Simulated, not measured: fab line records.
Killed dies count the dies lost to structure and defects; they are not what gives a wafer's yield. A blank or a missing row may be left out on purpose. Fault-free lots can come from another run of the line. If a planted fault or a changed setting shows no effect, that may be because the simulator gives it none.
Which tool is to blame? / flow sky130 / 11 lots, 33 wafers sampled, at 2 steps of a route of 708

WHAT EACH GAUGE READ, for each wafer
SKY_PASSIVATION_THK_MEAS_03. Usual: for PASSIVATION_CVD_02_THK the level is 541 nm and the standard deviation is 6.7.
lot=L175; measured=day 43 20:38; on=filmMetro-04; PASSIVATION_CVD_02_THK (nm)=551 543 550; flag=
lot=L177; measured=day 44 06:45; on=filmMetro-03; PASSIVATION_CVD_02_THK (nm)=529 541 539; flag=
lot=L176; measured=day 44 09:22; on=filmMetro-01; PASSIVATION_CVD_02_THK (nm)=528 543 548; flag=
lot=L179; measured=day 44 20:53; on=filmMetro-04; PASSIVATION_CVD_02_THK (nm)=523 542 538; flag=
lot=L182; measured=day 45 20:28; on=filmMetro-04; PASSIVATION_CVD_02_THK (nm)=530 532 543; flag=
lot=L184; measured=day 46 10:05; on=filmMetro-04; PASSIVATION_CVD_02_THK (nm)=508 537 533; flag=
lot=L190; measured=day 47 21:33; on=filmMetro-03; PASSIVATION_CVD_02_THK (nm)=526 548 542; flag=
lot=L191; measured=day 48 02:40; on=filmMetro-03; PASSIVATION_CVD_02_THK (nm)=530 533 541; flag=
lot=L196; measured=day 49 04:07; on=filmMetro-03; PASSIVATION_CVD_02_THK (nm)=544 552 543; flag=
lot=L197; measured=day 49 08:28; on=filmMetro-04; PASSIVATION_CVD_02_THK (nm)=541 550 557; flag=
lot=L198; measured=day 49 10:27; on=filmMetro-04; PASSIVATION_CVD_02_THK (nm)=542 542 536; flag=

WHICH TOOL RAN EACH LOT (tool, then ch and the chambers of the sampled wafers, then the start)
lot=L175; SKY_PASSIVATION_CVD_02=pecvd-01 ch 0,1,2, day 43 20:29
lot=L177; SKY_PASSIVATION_CVD_02=pecvd-02 ch 1,2, day 44 06:31
lot=L176; SKY_PASSIVATION_CVD_02=pecvd-02 ch 0,1, day 44 09:02
lot=L179; SKY_PASSIVATION_CVD_02=pecvd-01 ch 1,2, day 44 20:39
lot=L182; SKY_PASSIVATION_CVD_02=pecvd-01 ch 1,2, day 45 20:14
lot=L184; SKY_PASSIVATION_CVD_02=pecvd-01 ch 0,1,2, day 46 09:52
lot=L190; SKY_PASSIVATION_CVD_02=pecvd-03 ch 0,1,2, day 47 21:19
lot=L191; SKY_PASSIVATION_CVD_02=pecvd-02 ch 0,2, day 48 02:26
lot=L196; SKY_PASSIVATION_CVD_02=pecvd-03 ch 0,1, day 49 03:51
lot=L197; SKY_PASSIVATION_CVD_02=pecvd-03 ch 0,2, day 49 08:14
lot=L198; SKY_PASSIVATION_CVD_02=pecvd-02 ch 0,1, day 49 10:14
- SKY_PASSIVATION_CVD_02: deposits Si3N4, target thk 540 nm.

WHAT THE TOOLS THEMSELVES READ (means of the sampled wafers that have a number; where no wafer has one, the mark that the record gives instead)
SKY_PASSIVATION_CVD_02. Usual: heaterPowerW 699 W, standard deviation 98; rfFwdPowerW 448.9 W, standard deviation 1.2.
lot=L175; tool=pecvd-01; heaterPowerW (W)=696; rfFwdPowerW (W)=450.8; flag=
lot=L177; tool=pecvd-02; heaterPowerW (W)=653; rfFwdPowerW (W)=449.2; flag=
lot=L176; tool=pecvd-02; heaterPowerW (W)=775; rfFwdPowerW (W)=448.2; flag=
lot=L179; tool=pecvd-01; heaterPowerW (W)=729; rfFwdPowerW (W)=448.1; flag=
lot=L182; tool=pecvd-01; heaterPowerW (W)=727; rfFwdPowerW (W)=449.5; flag=
lot=L184; tool=pecvd-01; heaterPowerW (W)=719; rfFwdPowerW (W)=425.2; flag=OFF
lot=L190; tool=pecvd-03; heaterPowerW (W)=706; rfFwdPowerW (W)=448.8; flag=
lot=L191; tool=pecvd-02; heaterPowerW (W)=629; rfFwdPowerW (W)=448.1; flag=
lot=L196; tool=pecvd-03; heaterPowerW (W)=757; rfFwdPowerW (W)=447.1; flag=
lot=L197; tool=pecvd-03; heaterPowerW (W)=734; rfFwdPowerW (W)=449.1; flag=
lot=L198; tool=pecvd-02; heaterPowerW (W)=754; rfFwdPowerW (W)=449.7; flag=

THE ANSWER, worked out from the rows above alone
Rule: take the mean of a lot's wafers that have a number; if it is more than 3 standard deviations from the usual mean, the lot is off. Also off: a lot with no number at a reading for which 4 or more lots have one. All remaining lots with rows at the step are treated as sound. Order of review: gauges by route order, followed by the tools' own readings, for which a lot's mean as printed above is used. The first step at which some lot is off is used, and at that step the reading that is off furthest; a lot without a number counts as furthest.
Off: L184 (SKY_PASSIVATION_CVD_02, rfFwdPowerW).
A tool fits if, at that step or a process step before it, it ran every lot that is off, and no sound lot after the first of them. One fits: SKY_PASSIVATION_CVD_02 on pecvd-01. Its last sound lot is L182 (day 45 20:14), its first lot that is off L184 (day 46 09:52): a fault that began between those two fits.
On the lots that are off, the tool's own readings at SKY_PASSIVATION_CVD_02 differ by more than 5 times the standard deviation of the sound lots' means, which bears it out; rfFwdPowerW reads 425.2 W there versus 448.9 W on the sound lots.

WHAT THE SIMULATOR HAD PUT IN
pecvd-01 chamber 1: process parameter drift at SKY_PASSIVATION_CVD_02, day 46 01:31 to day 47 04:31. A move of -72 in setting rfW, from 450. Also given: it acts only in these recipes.
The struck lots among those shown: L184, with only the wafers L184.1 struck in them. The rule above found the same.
